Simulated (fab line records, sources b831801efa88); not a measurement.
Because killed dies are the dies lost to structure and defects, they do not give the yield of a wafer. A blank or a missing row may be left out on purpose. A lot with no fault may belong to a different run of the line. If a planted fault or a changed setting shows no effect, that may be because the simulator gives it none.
Comparing a struck lot with a sound one -- flow sky130 -- 16 out of 708 route steps
Sound: the wafers L327.1, L327.3, L327.5. The struck wafers were L335.3, L335.4, L335.6. The cause is named last.
For every step that has rows: the tool of each side, followed by ch and its chambers, followed by its first start. Under that, the readings that differ: sound wafers -- struck wafers -- difference of the means -- sigmas: that difference in standard deviations of wafers without a fault.
alike: words and numbers the same on both sides, and readings whose means are apart by under 2 such deviations; not compared: readings that were withheld, readings missing a value for some wafer, numbers with overlapping values and no deviation given by the record, and bounds like >300 which may hide the same value.
The two part at a step that has a row with sigmas, a row that says differs or no value, or rows on one side only. Non-overlapping numbers with no deviation appear without sigmas and do not part them. Lack of a reading on every wafer of one side parts them only where that side has two or more wafers.

SKY_LDD_HVP_TW_MEAS_10:
  struck on film_metro-02, day 26 14:26; sound on film_metro-01, day 23 23:51
reading,sound,struck,difference,sigmas
LDD_HVP_TW,451 454 453,463 460 462,+9,+2
then, 7 steps without rows for these wafers: SKY_LDD_LDN_DEHYDRATE_00 (time 60 s); SKY_LDD_LDN_HMDS_01 (prime time 60 s); SKY_LDD_LDN_COAT_02 (resist thk 1140 nm); SKY_LDD_LDN_SOFTBAKE_03 (time 60 s); SKY_LDD_LDN_EXPOSE_04 (exposes mask LDNTM, target cd 700 nm); SKY_LDD_LDN_PEB_05; SKY_LDD_LDN_DEVELOP_06 (develop time 60 s).
SKY_LDD_LDN_OVL_MEAS_07:
  struck on overlay-01, day 27 19:37; sound on overlay-01, day 25 04:43
reading,sound,struck,difference,sigmas
LDD_LDN_OVL (nm),-0.5 -1.3 -0.1,2.1 2.7 2.8,+3.2,+2
then, 3 steps without rows for these wafers: SKY_LDD_LDN_IMPLANT_08; SKY_LDD_LDN_IMPLANT_09; SKY_LDD_LDN_IMPLANT_10.
SKY_LDD_LDN_IMPLANT_11:
  sound on implanter-01 ch 0, day 25 05:13; struck on implanter-01 ch 0, day 27 20:08
reading,sound,struck,difference,sigmas
dose_ions_cm2,1.2485e+13 1.2493e+13 1.2503e+13,6.047e+12 6.034e+12 6.04e+12,-6.453e+12,-99 or more
faraday_current_uA,69.4 68.1 69.7,33.3 33.2 33.9,-35.6,-24
  alike: beam_energy_keV
SKY_LDD_LDN_STRIP_12: strips in O2/N2.
  sound on plasma_asher-01 ch 0,1, day 25 05:22; struck on plasma_asher-02 ch 0,1, day 27 20:16
  alike: drypump_motor_current_A, oes_product_au, strip_time_to_endpoint_s
  not compared: rf_hours_counter_h
SKY_LDD_LDN_TW_MEAS_13:
  struck on film_metro-03, day 27 20:35; sound on film_metro-03, day 25 05:28
reading,sound,struck,difference,sigmas
LDD_LDN_TW,1473 1473 1477,1406 1412 1412,-64,-5
  not compared: hold
-- record jumps: 21 days separate the struck wafers' starts on either side; left off in module LDD_LDN, taken up again in module PAD_OPEN, whose first shown step is the route's number 708 --
SKY_PAD_OPEN_PROBE_99:
  struck on prober-02, day 49 01:55; sound on prober-02, day 47 11:09
reading,sound,struck,difference,sigmas
model.etest.tip_sonos.rs_ohm_sq,2700 2699 2669,2924 2987 2978,+274,
  alike: killed_at_M0_to_M3, killed_at_M4_up, killed_at_contacts, killed_at_front_end, killed_at_other, killed_dies, killed_open, killed_short

== WHERE THEY PART ==
First at SKY_LDD_HVP_TW_MEAS_10; last, within this record, at SKY_LDD_LDN_TW_MEAS_13. Later steps at which nothing parts them and some readings are alike: SKY_PAD_OPEN_PROBE_99.

WHY: the cause the simulator had injected
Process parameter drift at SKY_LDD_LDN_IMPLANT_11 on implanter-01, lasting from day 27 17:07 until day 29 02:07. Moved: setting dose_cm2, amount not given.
